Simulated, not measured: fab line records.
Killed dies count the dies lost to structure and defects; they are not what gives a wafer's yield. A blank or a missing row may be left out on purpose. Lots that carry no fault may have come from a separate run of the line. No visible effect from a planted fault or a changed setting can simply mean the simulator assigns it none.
fab line records	flow sky130
record lots=6	wafers=18	lastDay=50
route steps=708 shown VT_ADJUST_LVTN@104 PAD_OPEN@708
lots with no fault: from the same line, run without faults
startH: start of the lot's first displayed wafer, in hours after the record's first day	waitH: how many hours have passed since the lot's step before this one	" same as the row above	L1.1+2: a row that stands for several wafers	- either no value or no given start	* or withheld: withheld	< > ~ a bound
route shown NAME@n: NAME is a module with steps in the file, n the number in the route of the first one	usual: the fault-free wafers' mean and standard deviation	same: alike in all rows	chamber/n: place in a boat	sites: each site's reading	_std_site: the standard deviation of these	_edge_site: inner sites' mean taken away from outer sites' mean	radiusMm: how far each site lies from the wafer's centre	mask NAME#n: copy n	behind: tool/chamber where the wafer was last shaped	hold: why the lot went on hold/how many hours it stayed there/how the hold came to an end	device: names the non-switching transistor (n, p or np)	end of line: the tests these same wafers got at the end of their route	where a step has no rows: the recipe by itself	killed: count of dies lost to structure and defects at first sort (not the wafer's yield)	map: the dies of a wafer, with x for killed, . for not killed, _ for no die there
set.NAME: the setting as run; set.NAME@STEP: as run at that earlier step	model.NAME: the simulator's own value behind a step, which no gauge read
lots seen at some steps along the route; tables by step, rows by wafer
services: when a tool's chamber went out of use (startH, in hours from the record's first day, below 0 if earlier), for how many hours, and the reason
## steps
# step SKY_VT_ADJUST_LVTN_OVL_MEAS_07
# usual VT_ADJUST_LVTN_OVL=-0.2/1.4
lot.wafer	tool	chamber	startH	waitH	VT_ADJUST_LVTN_OVL[nm]
L389.3	overlay-01	-	155.02	-	2.0
L389.4	"	-	"	"	2.0
L389.5	"	-	"	"	1.4
L402.2	overlay-01	-	245.96	-	-2.2
L402.3	"	-	"	"	-2.1
L402.4	"	-	"	"	-1.4
L405.2	overlay-02	-	271.67	-	0.2
L405.5	"	-	"	"	-0.7
L405.6	"	-	"	"	0.2
L406.1	overlay-01	-	278.66	-	-1.4
L406.3	"	-	"	"	-0.9
L406.6	"	-	"	"	-1.4
L408.1	overlay-02	-	284.97	-	-0.9
L408.3	"	-	"	"	-1.2
L408.5	"	-	"	"	-1.1
L407.1	overlay-02	-	285.40	-	-0.3
L407.3	"	-	"	"	-0.4
L407.5	"	-	"	"	-0.1
# step SKY_VT_ADJUST_LVTN_IMPLANT_08
# recipe species=B	energyKev=30	doseCm2=1.57e+12	tiltDeg=withheld
# step SKY_VT_ADJUST_LVTN_STRIP_09
# recipe chemistry=O2/N2	powerW=1400	pressureMtorr=1500	platenTempC=withheld	o2FlowSccm=3000	n2FlowSccm=300	overashFraction=0.5
# usual drypumpMotorCurrentA=6.0/0.42	oesProductAu=0.722/0.0047	stripTimeToEndpointS=36.92/0.12
lot.wafer	tool	chamber	startH	waitH	drypumpMotorCurrentA	oesProductAu	rfHoursCounterH	stripTimeToEndpointS
L389.3	plasmaAsher-01	0	155.23	0.1	6.1	0.715	-	37.17
L389.4	"	1	"	"	5.3	0.715	-	37.10
L389.5	"	0	"	"	6.1	0.725	-	37.13
L402.2	plasmaAsher-02	1	246.14	0.1	5.8	0.723	12	36.83
L402.3	"	1	"	"	5.8	0.720	-	36.77
L402.4	"	0	"	"	6.5	0.724	-	36.83
L405.2	plasmaAsher-02	1	271.85	0.1	5.8	0.715	16	36.91
L405.5	"	1	"	"	5.8	0.726	-	37.04
L405.6	"	0	"	"	6.6	0.723	-	37.01
L406.1	plasmaAsher-01	1	278.85	0.1	5.3	0.721	60	37.03
L406.3	"	0	"	"	6.1	0.725	-	36.95
L406.6	"	0	"	"	6.1	0.726	-	36.91
L408.1	plasmaAsher-02	1	285.15	0.1	5.8	0.727	17	36.91
L408.3	"	1	"	"	5.8	0.720	-	37.06
L408.5	"	1	"	"	5.8	0.726	-	36.99
L407.1	plasmaAsher-01	1	285.59	0.1	5.3	0.726	60	36.82
L407.3	"	0	"	"	6.1	0.721	-	36.90
L407.5	"	1	"	"	5.3	0.722	-	36.86
# step SKY_VT_ADJUST_LVTN_TW_MEAS_10
# usual VT_ADJUST_LVTN_TW=239.6/2.5
lot.wafer	tool	chamber	startH	waitH	VT_ADJUST_LVTN_TW
L389.3	filmMetro-01	-	155.32	0.1	240.4
L389.4	"	-	"	"	240.1
L389.5	"	-	"	"	239.8
L402.2	filmMetro-01	-	246.25	0.1	237.9
L402.3	"	-	"	"	237.1
L402.4	"	-	"	"	238.9
L405.2	filmMetro-04	-	271.96	0.1	244.2
L405.5	"	-	"	"	246.3
L405.6	"	-	"	"	245.4
L406.1	filmMetro-01	-	278.95	0.1	238.5
L406.3	"	-	"	"	238.0
L406.6	"	-	"	"	238.6
L408.1	filmMetro-01	-	285.25	0.1	237.8
L408.3	"	-	"	"	238.9
L408.5	"	-	"	"	238.6
L407.1	filmMetro-03	-	285.69	0.1	241.3
L407.3	"	-	"	"	242.3
L407.5	"	-	"	"	241.0
# step SKY_VT_ADJUST_LVTN_DEHYDRATE_11
# recipe tempC=200	timeS=60
# step SKY_VT_ADJUST_LVTN_HMDS_12
# recipe primeTimeS=60	primeTempC=120
# step SKY_VT_ADJUST_LVTN_COAT_13
# recipe resist=NOVOLAK	spinRpm=3000	resistThkNm=1140
# step SKY_VT_ADJUST_LVTN_SOFTBAKE_14
# recipe tempC=90	timeS=60	resist=NOVOLAK
# step SKY_VT_ADJUST_LVTN_EXPOSE_15
# recipe maskId=HVN_STD_DERIVED	na=0.6	sourceShape=conventional	sigmaOuter=0.6	polarization=unpolarized	targetCdNm=600	doseMj=163
# step SKY_VT_ADJUST_LVTN_PEB_16
# recipe tempC=withheld	timeS=*	resist=NOVOLAK
# step SKY_VT_ADJUST_LVTN_DEVELOP_17
# recipe resist=NOVOLAK	developer=TMAH	developTimeS=60	devTempC=23
# step SKY_VT_ADJUST_LVTN_OVL_MEAS_18
# usual VT_ADJUST_LVTN_01_OVL=-0.6/1.4
lot.wafer	tool	chamber	startH	waitH	VT_ADJUST_LVTN_01_OVL[nm]
L389.3	overlay-02	-	175.27	0.1	0.8
L389.4	"	-	"	"	0.1
L389.5	"	-	"	"	0.9
L402.2	overlay-02	-	270.37	0.1	-0.2
L402.3	"	-	"	"	1.0
L402.4	"	-	"	"	-0.6
L405.2	overlay-02	-	296.81	0.1	-1.1
L405.5	"	-	"	"	-0.8
L405.6	"	-	"	"	-2.5
L406.1	overlay-02	-	304.22	0.1	0.9
L406.3	"	-	"	"	1.0
L406.6	"	-	"	"	-0.5
L408.1	overlay-02	-	311.65	0.1	0.4
L408.3	"	-	"	"	-0.2
L408.5	"	-	"	"	-0.7
L407.1	overlay-02	-	311.95	0.1	0.1
L407.3	"	-	"	"	-1.9
L407.5	"	-	"	"	-0.4
# step SKY_VT_ADJUST_LVTN_IMPLANT_19
# recipe species=B	energyKev=30	doseCm2=6.5e+11	tiltDeg=withheld
# usual beamOnS=10.02/0.18	doseIonsCm2=6.499e+11/6.2e+08	faradayCurrentUA=3.66/0.066
lot.wafer	tool	chamber	startH	waitH	beamOnS	doseIonsCm2	faradayCurrentUA
L389.3	implanter-03	0	175.34	0.1	9.80	6.49e+11	3.72
L389.4	"	0	"	"	10.14	6.508e+11	3.63
L389.5	"	0	"	"	9.88	6.498e+11	3.70
L402.2	implanter-01	0	270.43	0.0	10.12	6.488e+11	3.62
L402.3	"	0	"	"	9.72	6.492e+11	3.76
L402.4	"	0	"	"	10.09	6.493e+11	3.64
L405.2	implanter-03	0	296.89	0.1	12.53	6.503e+11	2.93
L405.5	"	0	"	"	12.43	6.488e+11	2.96
L405.6	"	0	"	"	12.36	6.502e+11	2.98
L406.1	implanter-03	0	304.25	0.0	12.13	6.503e+11	3.01
L406.3	"	0	"	"	12.21	6.501e+11	3.02
L406.6	"	0	"	"	12.40	6.506e+11	2.96
L408.1	implanter-01	0	311.69	0.0	9.77	6.505e+11	3.76
L408.3	"	0	"	"	10.30	6.501e+11	3.54
L408.5	"	0	"	"	10.11	6.508e+11	3.64
L407.1	implanter-02	0	311.99	0.0	10.39	6.502e+11	3.52
L407.3	"	0	"	"	9.96	6.494e+11	3.69
L407.5	"	0	"	"	10.01	6.5e+11	3.66
# step SKY_VT_ADJUST_LVTN_STRIP_20
# recipe chemistry=O2/N2	powerW=1400	pressureMtorr=1500	platenTempC=withheld	o2FlowSccm=3000	n2FlowSccm=300	overashFraction=0.5
# usual drypumpMotorCurrentA=5.9/0.39	oesProductAu=0.716/0.0047	stripTimeToEndpointS=14.17/0.038
lot.wafer	tool	chamber	startH	waitH	drypumpMotorCurrentA	oesProductAu	rfHoursCounterH	stripTimeToEndpointS
L389.3	plasmaAsher-01	0	175.47	0.1	6.1	0.712	-	14.09
L389.4	"	1	"	"	5.3	0.712	-	14.11
L389.5	"	1	"	"	5.3	0.712	-	14.12
L402.2	plasmaAsher-02	1	270.55	0.1	5.8	0.716	16	14.17
L402.3	"	1	"	"	5.8	0.716	-	14.14
L402.4	"	0	"	"	6.5	0.713	-	14.15
L405.2	plasmaAsher-03	0	297.14	0.2	5.9	0.722	48	14.24
L405.5	"	1	"	"	5.7	0.719	-	14.23
L405.6	"	0	"	"	5.9	0.713	-	14.26
L406.1	plasmaAsher-03	0	304.40	0.1	5.9	0.708	49	14.20
L406.3	"	0	"	"	5.9	0.712	-	14.18
L406.6	"	0	"	"	5.9	0.719	-	14.16
L408.1	plasmaAsher-01	1	311.84	0.1	5.3	0.716	63	14.22
L408.3	"	0	"	"	6.1	0.717	-	14.19
L408.5	"	1	"	"	5.3	0.715	-	14.20
L407.1	plasmaAsher-02	0	312.14	0.1	6.5	0.719	20	14.16
L407.3	"	0	"	"	6.5	0.710	-	14.11
L407.5	"	1	"	"	5.8	0.718	-	14.19
# step SKY_VT_ADJUST_LVTN_TW_MEAS_21
# usual VT_ADJUST_LVTN_2_TW=187.4/1.9
lot.wafer	tool	chamber	startH	waitH	hold	VT_ADJUST_LVTN_2_TW
L389.3	filmMetro-04	-	175.56	0.1	-	191.2
L389.4	"	-	"	"	-	189.8
L389.5	"	-	"	"	-	190.4
L402.2	filmMetro-03	-	270.66	0.1	-	188.3
L402.3	"	-	"	"	-	187.8
L402.4	"	-	"	"	-	188.2
L405.2	filmMetro-01	-	297.25	0.1	awaitDispo/0.2h/release	198.8
L405.5	"	-	"	"	awaitDispo/0.2h/release	198.1
L405.6	"	-	"	"	awaitDispo/0.2h/release	197.6
L405.2	filmMetro-01	-	297.48	0.2	-	198.2
L405.5	"	-	"	"	-	198.1
L405.6	"	-	"	"	-	197.7
L406.1	filmMetro-03	-	304.50	0.1	awaitDispo/0.2h/release	197.5
L406.3	"	-	"	"	awaitDispo/0.2h/release	197.2
L406.6	"	-	"	"	awaitDispo/0.2h/release	197.7
L406.1	filmMetro-03	-	304.73	0.2	-	198.6
L406.3	"	-	"	"	-	197.9
L406.6	"	-	"	"	-	199.0
L408.1	filmMetro-04	-	311.94	0.1	-	189.8
L408.3	"	-	"	"	-	189.2
L408.5	"	-	"	"	-	189.7
L407.1	filmMetro-03	-	312.24	0.1	-	188.2
L407.3	"	-	"	"	-	187.9
L407.5	"	-	"	"	-	188.2
# step SKY_PAD_OPEN_PROBE_99
# usual killed_at_M0_to_M3=43/6.8	killed_at_M4_up=3.0/1.8	killedAtContacts=23/5.4	killedAtFrontEnd=15/4.4	killedAtOther=0.3/0.51	killedDies=85/9.2	killedOpen=47/6.8	killedShort=39/6.8
# same grossDies=492	killedAtBackSide=0
lot.wafer	tool	chamber	startH	waitH	killed_at_M0_to_M3	killed_at_M4_up	killedAtContacts	killedAtFrontEnd	killedAtOther	killedDies	killedOpen	killedShort	model.etest.resPwellUnderGate.rsOhmSq	model.etest.nfetG5v0d10v5.bodyRiseV	model.etest.nfet_16v.bodyRiseV	model.etest.nfetG5v0d10v5.vtSatV	model.etest.nfetG5v0d10v5.vtV
L389.3	prober-01	-	1090.42	0.2	43	2	25	17	0	87	48	39	2261	0.6893	0.6843	0.7836	0.8397
L389.4	prober-01	-	1090.47	0.2	48	0	24	15	0	87	51	36	2258	0.6917	0.6867	0.787	0.8452
L389.5	prober-01	-	1090.52	0.2	31	5	22	13	1	72	49	23	2281	0.6846	0.6816	0.7766	0.8347
L402.2	prober-02	-	1164.33	0.1	51	1	8	21	0	81	44	37	2299	0.6535	0.6482	0.7514	0.8113
L402.3	prober-02	-	1164.38	0.2	41	2	30	13	0	86	61	25	2285	0.6593	0.6555	0.7507	0.8104
L402.4	prober-02	-	1164.43	0.2	45	1	15	15	0	76	35	41	2294	0.6508	0.6472	0.7587	0.8177
L405.2	prober-01	-	1183.41	0.1	37	6	31	20	0	94	43	51	2238	0.701	0.6974	0.7897	0.8456
L405.5	prober-01	-	1183.56	0.2	34	8	29	10	0	81	36	45	2230	0.6952	0.6924	0.7848	0.8375
L405.6	prober-01	-	1183.61	0.2	35	2	21	13	0	71	38	33	2242	0.7005	0.6961	0.7878	0.8436
L406.1	prober-02	-	1191.54	0.1	51	2	19	18	0	90	56	34	2257	0.6767	0.6701	0.7709	0.8239
L406.3	prober-02	-	1191.64	0.2	34	0	23	21	0	78	45	33	2263	0.6868	0.684	0.7794	0.8345
L406.6	prober-02	-	1191.79	0.2	46	3	21	7	0	77	41	36	2267	0.6813	0.6758	0.7801	0.8376
L408.1	prober-01	-	1194.13	0.1	37	6	22	9	1	75	38	37	2288	0.6646	0.6603	0.7527	0.8144
L408.3	prober-01	-	1194.23	0.2	34	3	17	10	1	65	49	16	2286	0.665	0.6593	0.7651	0.8233
L408.5	prober-01	-	1194.33	0.2	47	4	22	12	0	85	45	40	2292	0.6683	0.6655	0.768	0.829
L407.1	prober-02	-	1197.87	0.1	46	3	27	10	0	86	50	36	2274	0.6693	0.6651	0.7624	0.821
L407.3	prober-02	-	1197.97	0.2	45	6	22	13	0	86	47	39	2306	0.6666	0.6621	0.7616	0.8246
L407.5	prober-02	-	1198.07	0.2	40	0	35	14	0	89	57	32	2273	0.6592	0.6565	0.7493	0.811
# killed by level:class
L389.3 VIA1:geometricParticle:open=15 LI_CONTACT:geometricParticle:open=10 CONTACT:geometricParticle:open=6 VIA3:geometricParticle:open=6 FIELD_ISO:geometricParticle:open=5 VIA1:geometricParticle:short=5 VIA2:geometricParticle:short=5 LI_CONTACT:geometricParticle:short=4
L389.4 VIA1:geometricParticle:open=10 LI_CONTACT:geometricParticle:open=7 CONTACT:geometricParticle:open=7 POLY_GATE:geometricParticle:open=6 VIA3:geometricParticle:open=6 CONTACT:geometricParticle:short=6 VIA1:geometricParticle:short=6 VIA2:geometricParticle:short=5
L389.5 VIA1:geometricParticle:open=13 CONTACT:geometricParticle:open=12 LI_CONTACT:geometricParticle:open=5 VIA3:geometricParticle:open=5 FIELD_ISO:geometricParticle:open=4 METAL2:geometricParticle:short=4 METAL3:geometricParticle:short=4 POLY_GATE:geometricParticle:open=3
L402.2 VIA1:geometricParticle:open=16 FIELD_ISO:geometricParticle:open=7 METAL1:geometricParticle:short=6 VIA2:geometricParticle:open=6 VIA3:geometricParticle:short=6 METAL2:geometricParticle:short=5 POLY_GATE:geometricParticle:open=4 VIA3:geometricParticle:open=4
L402.3 CONTACT:geometricParticle:open=15 VIA1:geometricParticle:open=10 LI_CONTACT:geometricParticle:open=10 VIA2:geometricParticle:open=10 FIELD_ISO:geometricParticle:open=6 METAL3:geometricParticle:short=5 VIA1:geometricParticle:short=4 POLY_GATE:geometricParticle:open=3
L402.4 VIA1:geometricParticle:open=11 METAL2:geometricParticle:short=7 VIA3:geometricParticle:open=6 METAL1:geometricParticle:short=6 CONTACT:geometricParticle:open=5 FIELD_ISO:geometricParticle:short=4 LOCAL_INTERCONNECT:geometricParticle:short=4 POLY_GATE:geometricParticle:short=4
L405.2 CONTACT:geometricParticle:open=11 FIELD_ISO:geometricParticle:short=9 LI_CONTACT:geometricParticle:open=8 METAL2:geometricParticle:short=8 VIA3:geometricParticle:open=7 VIA1:geometricParticle:short=6 LOCAL_INTERCONNECT:geometricParticle:short=5 VIA1:geometricParticle:open=5
L405.5 CONTACT:geometricParticle:open=12 VIA1:geometricParticle:open=10 CONTACT:geometricParticle:short=9 METAL2:geometricParticle:short=6 METAL4:geometricParticle:short=6 LOCAL_INTERCONNECT:geometricParticle:short=4 VIA2:geometricParticle:short=4 VIA1:geometricParticle:short=4
L405.6 VIA1:geometricParticle:open=8 CONTACT:geometricParticle:open=7 LI_CONTACT:geometricParticle:open=6 METAL2:geometricParticle:short=6 FIELD_ISO:geometricParticle:short=5 FIELD_ISO:geometricParticle:open=5 METAL1:geometricParticle:short=4 POLY_GATE:geometricParticle:open=3
L406.1 VIA1:geometricParticle:open=16 CONTACT:geometricParticle:open=11 VIA2:geometricParticle:open=7 VIA1:geometricParticle:short=6 FIELD_ISO:geometricParticle:open=5 POLY_GATE:geometricParticle:open=5 POLY_GATE:geometricParticle:short=5 LI_CONTACT:geometricParticle:open=5
L406.3 CONTACT:geometricParticle:open=8 VIA1:geometricParticle:open=7 FIELD_ISO:geometricParticle:short=6 LI_CONTACT:geometricParticle:open=5 VIA2:geometricParticle:open=5 VIA2:geometricParticle:short=5 FIELD_ISO:geometricParticle:open=4 POLY_GATE:geometricParticle:short=4
L406.6 VIA1:geometricParticle:open=9 VIA1:geometricParticle:short=8 METAL2:geometricParticle:short=8 CONTACT:geometricParticle:open=7 VIA2:geometricParticle:open=6 VIA3:geometricParticle:open=6 METAL1:geometricParticle:short=5 LI_CONTACT:geometricParticle:open=5
L408.1 CONTACT:geometricParticle:open=9 VIA1:geometricParticle:short=8 METAL1:geometricParticle:short=7 VIA1:geometricParticle:open=7 LI_CONTACT:geometricParticle:open=6 METAL4:geometricParticle:short=5 VIA3:geometricParticle:open=5 POLY_GATE:geometricParticle:open=4
L408.3 VIA1:geometricParticle:open=17 LI_CONTACT:geometricParticle:open=7 CONTACT:geometricParticle:open=4 METAL2:geometricParticle:open=4 FIELD_ISO:geometricParticle:open=3 VIA2:geometricParticle:open=3 VIA3:geometricParticle:open=3 FIELD_ISO:geometricParticle:short=2
L408.5 VIA1:geometricParticle:open=13 CONTACT:geometricParticle:open=10 METAL1:geometricParticle:short=8 LI_CONTACT:geometricParticle:open=7 VIA1:geometricParticle:short=6 VIA3:geometricParticle:short=6 METAL3:geometricParticle:short=4 FIELD_ISO:geometricParticle:open=3
L407.1 VIA3:geometricParticle:open=12 CONTACT:geometricParticle:open=11 VIA1:geometricParticle:open=11 VIA2:geometricParticle:open=8 FIELD_ISO:geometricParticle:short=5 LI_CONTACT:geometricParticle:short=4 LI_CONTACT:geometricParticle:open=4 LOCAL_INTERCONNECT:geometricParticle:short=4
L407.3 VIA2:geometricParticle:open=10 CONTACT:geometricParticle:open=9 VIA1:geometricParticle:open=6 METAL2:geometricParticle:short=6 VIA3:geometricParticle:open=6 CONTACT:geometricParticle:short=5 METAL1:geometricParticle:short=5 LOCAL_INTERCONNECT:geometricParticle:short=4
L407.5 LI_CONTACT:geometricParticle:open=11 VIA1:geometricParticle:open=9 CONTACT:geometricParticle:open=8 VIA2:geometricParticle:open=8 CONTACT:geometricParticle:short=6 LOCAL_INTERCONNECT:geometricParticle:short=5 VIA3:geometricParticle:open=5 FIELD_ISO:geometricParticle:open=4
## services
tool	chamber	startH	hours	kind
implanter-01	-	163.69	2.1	repair
implanter-01	-	202.66	0.8	repair
implanter-02	-	208.53	16.3	pm
implanter-02	-	224.85	3.9	pm
implanter-02	-	227.80	3.0	repair
implanter-01	-	235.98	2.3	repair
implanter-02	-	241.02	2.2	repair
plasmaAsher-03	-	246.08	2.8	pm
plasmaAsher-03	-	251.99	28.1	pm
implanter-01	-	255.56	5.1	pm
plasmaAsher-01	-	261.27	2.4	repair
implanter-01	-	284.74	1.8	repair
## key
firstSign step=SKY_VT_ADJUST_LVTN_IMPLANT_19	reading=beamOnS	direction=up	sigmas=13	usual=10.02	struck=12.34
effect step=SKY_VT_ADJUST_LVTN_IMPLANT_19	reading=faradayCurrentUA	direction=down	sigmas=10	usual=3.66	struck=2.98
effect step=SKY_VT_ADJUST_LVTN_TW_MEAS_21	reading=visit	direction=added
effect step=SKY_VT_ADJUST_LVTN_TW_MEAS_21	reading=VT_ADJUST_LVTN_2_TW	direction=up	sigmas=5.6	usual=187.4	struck=197.8
modelEffect step=SKY_PAD_OPEN_PROBE_99	value=etest.resPwellUnderGate.rsOhmSq	without=2278	struck=2250
metAt SKY_VT_ADJUST_LVTN_IMPLANT_19
struckWafers L405.2,L405.5,L405.6,L406.1,L406.3,L406.6
testerLeftOut L405,L406
onsetBetween 175.34 296.89
fault kind=processParameterDrift	tool=implanter-03	chamber=-	onsetH=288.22	steps=SKY_VT_ADJUST_LVTN_IMPLANT_19	channel=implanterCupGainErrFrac	offset=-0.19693	shape=step	endH=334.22
# testerLeftOut: of these lots the tester's yield and bins aren't shown, on N5 and GAA mostly nor the transistor test; their killed dies are dies lost to structure and defects alone, not to doping, threshold or leakage, so they don't give the yield
